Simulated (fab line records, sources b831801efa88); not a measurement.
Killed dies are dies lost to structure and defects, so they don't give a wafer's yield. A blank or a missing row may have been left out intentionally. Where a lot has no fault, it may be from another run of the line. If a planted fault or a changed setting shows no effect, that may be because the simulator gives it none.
Which tool is to blame? || flow gf180mcu || Sampling: 7 lots, 21 wafers, 4 of 602 route steps

WHAT EACH GAUGE READ, for each wafer
GF_V4_CD_MEAS_14: the cd target is 260 nm.
{"lot": "L155", "measured": "day 25 10:20", "on": "cd_sem-01", "cd_nm (nm)": "261.3 260.2 260.7"}
{"lot": "L158", "measured": "day 26 13:39", "on": "cd_sem-01", "cd_nm (nm)": "262.1 262.3 262.7"}
{"lot": "L162", "measured": "day 28 00:52", "on": "cd_sem-01", "cd_nm (nm)": "258.5 257.6 258.8"}
{"lot": "L168", "measured": "day 29 13:44", "on": "cd_sem-01", "cd_nm (nm)": "- - -"}
{"lot": "L172", "measured": "day 30 13:28", "on": "cd_sem-02", "cd_nm (nm)": "261.1 261.7 261.7"}
{"lot": "L174", "measured": "day 31 03:47", "on": "cd_sem-02", "cd_nm (nm)": "258.4 260.0 259.9"}
{"lot": "L176", "measured": "day 31 11:44", "on": "cd_sem-01", "cd_nm (nm)": "260.9 262.2 261.7"}

TOOL THAT RAN EACH LOT (tool first, then ch and the chambers of the sampled wafers, then the start)
{"lot": "L155", "GF_V2_CMP_26": "cmp-02 ch 1,2,3, day 21 10:50", "GF_M4_SPUTTER_01": "pvd_sputter-03, day 23 12:54", "GF_V4_EXPOSE_11": "krf_scanner-01 ch 0, day 24 23:38"}
{"lot": "L158", "GF_V2_CMP_26": "cmp-01 ch 1,2,3, day 22 17:10", "GF_M4_SPUTTER_01": "pvd_sputter-02, day 24 17:38", "GF_V4_EXPOSE_11": "krf_scanner-01 ch 0, day 26 03:28"}
{"lot": "L162", "GF_V2_CMP_26": "cmp-01 ch 0,2,3, day 24 07:28", "GF_M4_SPUTTER_01": "pvd_sputter-02, day 26 06:32", "GF_V4_EXPOSE_11": "krf_scanner-02 ch 0, day 27 14:58"}
{"lot": "L168", "GF_V2_CMP_26": "cmp-01 ch 2,3, day 26 00:57", "GF_M4_SPUTTER_01": "pvd_sputter-03, day 27 21:44", "GF_V4_EXPOSE_11": "krf_scanner-02, day 29 04:11"}
{"lot": "L172", "GF_V2_CMP_26": "cmp-01 ch 1,2,3, day 27 00:26", "GF_M4_SPUTTER_01": "pvd_sputter-04, day 28 21:32", "GF_V4_EXPOSE_11": "krf_scanner-01 ch 0, day 30 03:55"}
{"lot": "L174", "GF_V2_CMP_26": "cmp-02 ch 0,1,2, day 27 18:13", "GF_M4_SPUTTER_01": "pvd_sputter-03, day 29 12:53", "GF_V4_EXPOSE_11": "krf_scanner-02 ch 0, day 30 18:34"}
{"lot": "L176", "GF_V2_CMP_26": "cmp-01 ch 2,3, day 28 03:41", "GF_M4_SPUTTER_01": "pvd_sputter-03, day 29 21:02", "GF_V4_EXPOSE_11": "krf_scanner-02 ch 0, day 31 02:43"}
- GF_V2_CMP_26: polishes, stops on SiO2, t overpolish 15 s, target thk 0 nm.
- GF_M4_SPUTTER_01: material TiN, target thk 30 nm, time 25 s.
- GF_V4_EXPOSE_11: exposes mask Via4, target cd 260 nm.

THE ANSWER, worked out from the rows above alone
Rule: the usual values come from the lots themselves. Put in order of their means at a reading, lots are off if they are a third of the lots or fewer, leave a main group of 4 or more, and stand apart from it by a gap of 3 or more times the standard deviation of the main group's means; of several such gaps the widest counts. The tables above print the reading to a certain number of digits; a main group whose means all agree to those digits is not used. Also off: a lot with no number at a reading for which 4 or more lots have one. The other lots that the step has rows for count as sound.
Off: L168 (GF_V4_CD_MEAS_14, cd_nm). Without a number there: L168. Main group: mean 260.7 nm, sd 1.4.
A tool fits if, at a process step before that reading, it ran every lot that is off, and no sound lot after the first of them. Gauges at GF_V4_CD_MEAS_14: tried the same way as those tools. None of those tried fits.

WHAT HAD BEEN PUT IN BY THE SIMULATOR
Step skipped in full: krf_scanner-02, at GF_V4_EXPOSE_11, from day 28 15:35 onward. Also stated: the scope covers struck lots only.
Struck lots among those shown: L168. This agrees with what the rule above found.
